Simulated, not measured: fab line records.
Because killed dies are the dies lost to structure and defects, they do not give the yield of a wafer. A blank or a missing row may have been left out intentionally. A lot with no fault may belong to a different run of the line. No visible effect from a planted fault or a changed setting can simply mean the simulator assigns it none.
What tool caused it? -- flow sky130 -- 39 wafers from 13 lots sampled at 5 of the route's 708 steps

== WHAT EACH GAUGE READ, for each wafer ==
SKY_SD_N_TW_MEAS_12. Usual: SD_N_TW gives 3953 (standard deviation 40).
lot,measured,on,SD_N_TW,flag
L623,day 27 17:51,film metro-04,3916 3886 3897,
L625,day 28 19:32,film metro-04,3932 3954 3950,
L626,day 28 23:08,film metro-04,3927 3938 3899,
L627,day 29 17:32,film metro-03,3963 3975 3961,
L630,day 30 04:43,film metro-04,3900 3866 3884,
L631,day 30 12:48,film metro-03,3963 3949 3966,
L633,day 31 00:53,film metro-02,3979 4004 3991,
L634,day 31 12:57,film metro-03,3959 3957 3965,
L635,day 31 18:17,film metro-04,3925 3933 3919,
L636,day 32 01:05,film metro-03,3997 3995 4008,
L637,day 32 13:10,film metro-03,3979 3983 3986,
L641,day 34 06:17,film metro-03,3983 3975 3970,
L640,day 34 09:36,film metro-03,3963 3954 3964,

SKY_SD_N_RS_MEAS_18: measurement is done with a four-point probe. Usual: RES_XHIGH_RS gives 333.1 ohm/sq (standard deviation 1.3).
lot,measured,on,RES_XHIGH_RS (ohm/sq),flag
L623,day 27 18:23,film metro-02,334.4 333.7 332.3,
L625,day 28 20:04,film metro-02,331.5 330.0 330.9,
L626,day 28 23:43,film metro-04,333.6 336.2 336.6,
L627,day 29 18:07,film metro-03,333.8 335.0 333.8,
L630,day 30 05:15,film metro-03,336.0 334.2 333.8,
L631,day 30 13:23,film metro-04,334.1 334.5 334.3,
L633,day 31 01:25,film metro-03,332.6 332.9 331.6,
L634,day 31 13:30,film metro-02,333.5 333.6 334.4,
L635,day 31 18:49,film metro-02,334.2 333.3 332.5,
L636,day 32 01:37,film metro-03,331.1 332.9 333.0,
L637,day 32 13:46,film metro-03,332.8 330.4 331.6,
L641,day 34 06:49,film metro-04,331.9 333.7 334.3,
L640,day 34 10:09,film metro-03,364.0 333.2 333.3,OFF

SKY_LOCAL_INTERCONNECT_CD_MEAS_11 targets a cd of 170 nm. Usual: cd nm 170.0 nm, standard deviation 1.5.
lot,measured,on,cd nm (nm),flag
L623,day 30 04:58,cd sem-02,171.0 169.5 170.5,
L625,day 31 06:02,cd sem-02,171.8 171.5 171.1,
L626,day 31 10:20,cd sem-02,170.2 169.4 168.9,
L627,day 32 04:18,cd sem-01,170.8 170.7 170.7,
L630,day 32 15:24,cd sem-02,170.7 169.9 170.5,
L631,day 32 23:07,cd sem-02,170.8 172.8 172.5,
L633,day 33 10:46,cd sem-01,168.1 168.6 169.1,
L634,day 33 21:42,cd sem-01,169.1 169.3 166.3,
L635,day 34 02:57,cd sem-02,172.4 169.5 173.6,
L636,day 34 09:23,cd sem-01,170.5 170.3 170.3,
L637,day 34 19:34,cd sem-01,168.5 168.3 169.5,
L641,day 36 12:58,cd sem-02,169.4 170.1 170.0,
L640,day 36 15:26,cd sem-01,170.2 168.0 170.0,

== WHAT TOOL EACH LOT RAN ON (gives the tool, then ch and the chambers of the sampled wafers, and finally the start) ==
lot,SKY_RES_XHIGH_IMPLANT_07,SKY_SD_N_STRIP_11
L623,"implanter-02 ch 0, day 26 11:39","plasma asher-04 ch 0,1, day 27 17:45"
L625,"implanter-01 ch 0, day 27 14:33","plasma asher-03 ch 0,1, day 28 19:26"
L626,"implanter-01 ch 0, day 27 17:54","plasma asher-03 ch 0,1, day 28 23:02"
L627,"implanter-04 ch 0, day 28 12:56","plasma asher-04 ch 0,1, day 29 17:26"
L630,"implanter-04 ch 0, day 28 23:59","plasma asher-02 ch 0,1, day 30 04:36"
L631,"implanter-01 ch 0, day 29 08:46","plasma asher-02 ch 0,1, day 30 12:41"
L633,"implanter-01 ch 0, day 29 20:22","plasma asher-03 ch 0,1, day 31 00:47"
L634,"implanter-01 ch 0, day 30 07:53","plasma asher-04 ch 0,1, day 31 12:52"
L635,"implanter-01 ch 0, day 30 14:08","plasma asher-02 ch 0,1, day 31 18:11"
L636,"implanter-02 ch 0, day 30 21:03","plasma asher-03 ch 0,1, day 32 00:59"
L637,"implanter-04 ch 0, day 31 09:19","plasma asher-02 ch 0,1, day 32 13:04"
L641,"implanter-01 ch 0, day 33 04:14","plasma asher-03 ch 0,1, day 34 06:11"
L640,"implanter-01 ch 0, day 33 05:48","plasma asher-03 ch 0,1, day 34 09:31"
- SKY_RES_XHIGH_IMPLANT_07
- SKY_SD_N_STRIP_11: strips in O2/N2.

== AS READ BY THE TOOLS THEMSELVES (means over the sampled wafers that have a number; for cases with no such wafer, the mark the record gives instead) ==
SKY_RES_XHIGH_IMPLANT_07. Usual: end station pressure torr 5.23e-06 Torr, standard deviation 2.8e-07.
lot,tool,end station pressure torr (Torr),flag
L623,implanter-02,5.16e-06,
L625,implanter-01,5.17e-06,
L626,implanter-01,5.20e-06,
L627,implanter-04,5.03e-06,
L630,implanter-04,5.17e-06,
L631,implanter-01,5.36e-06,
L633,implanter-01,5.17e-06,
L634,implanter-01,5.08e-06,
L635,implanter-01,5.01e-06,
L636,implanter-02,5.61e-06,
L637,implanter-04,5.31e-06,
L641,implanter-01,5.35e-06,
L640,implanter-01,5.28e-06,

SKY_SD_N_STRIP_11. Usual: drypump motor current A 5.7 A, standard deviation 0.32; oes product au 0.527 a.u., standard deviation 0.0041; strip time to endpoint s 22.54 s, standard deviation 0.036.
lot,tool,drypump motor current A (A),oes product au (a.u.),strip time to endpoint s (s),flag
L623,plasma asher-04,6.0,0.529,22.56,
L625,plasma asher-03,5.7,0.528,22.49,
L626,plasma asher-03,5.4,0.524,22.53,
L627,plasma asher-04,6.0,0.528,22.51,
L630,plasma asher-02,5.5,0.525,22.52,
L631,plasma asher-02,5.5,0.530,22.52,
L633,plasma asher-03,5.4,0.528,22.54,
L634,plasma asher-04,5.8,0.533,22.51,
L635,plasma asher-02,5.5,0.529,22.52,
L636,plasma asher-03,5.7,0.530,22.54,
L637,plasma asher-02,5.5,0.527,22.51,
L641,plasma asher-03,5.7,0.527,22.54,
L640,plasma asher-03,5.7,0.528,22.58,

== THE ANSWER, worked out from the rows above alone ==
Rule: a lot counts as off when the mean over its wafers that have a number is more than 3 standard deviations away from the usual mean. Also off: a lot with no number at a reading for which 4 or more lots have one. Where the step has rows for the other lots, those lots are counted as sound. First the gauges in route order, then the tools' own readings, where a lot's mean is used as printed above. At the first step where some lot is off, the reading lying furthest off is the one used; lots without a number count as furthest.
Off: L640, seen at SKY_SD_N_RS_MEAS_18 (RES_XHIGH_RS).
A tool fits if, at a process step before that reading, it ran every lot that is off, and no sound lot after the first of them. Those tools and the gauges at SKY_SD_N_RS_MEAS_18 are tried in the same way. Can't be told from this: 3 tools fit, implanter-01 at SKY_RES_XHIGH_IMPLANT_07, plasma asher-03 at SKY_SD_N_STRIP_11, film metro-03 at SKY_SD_N_RS_MEAS_18.

== WHAT WAS PUT IN BY THE SIMULATOR ==
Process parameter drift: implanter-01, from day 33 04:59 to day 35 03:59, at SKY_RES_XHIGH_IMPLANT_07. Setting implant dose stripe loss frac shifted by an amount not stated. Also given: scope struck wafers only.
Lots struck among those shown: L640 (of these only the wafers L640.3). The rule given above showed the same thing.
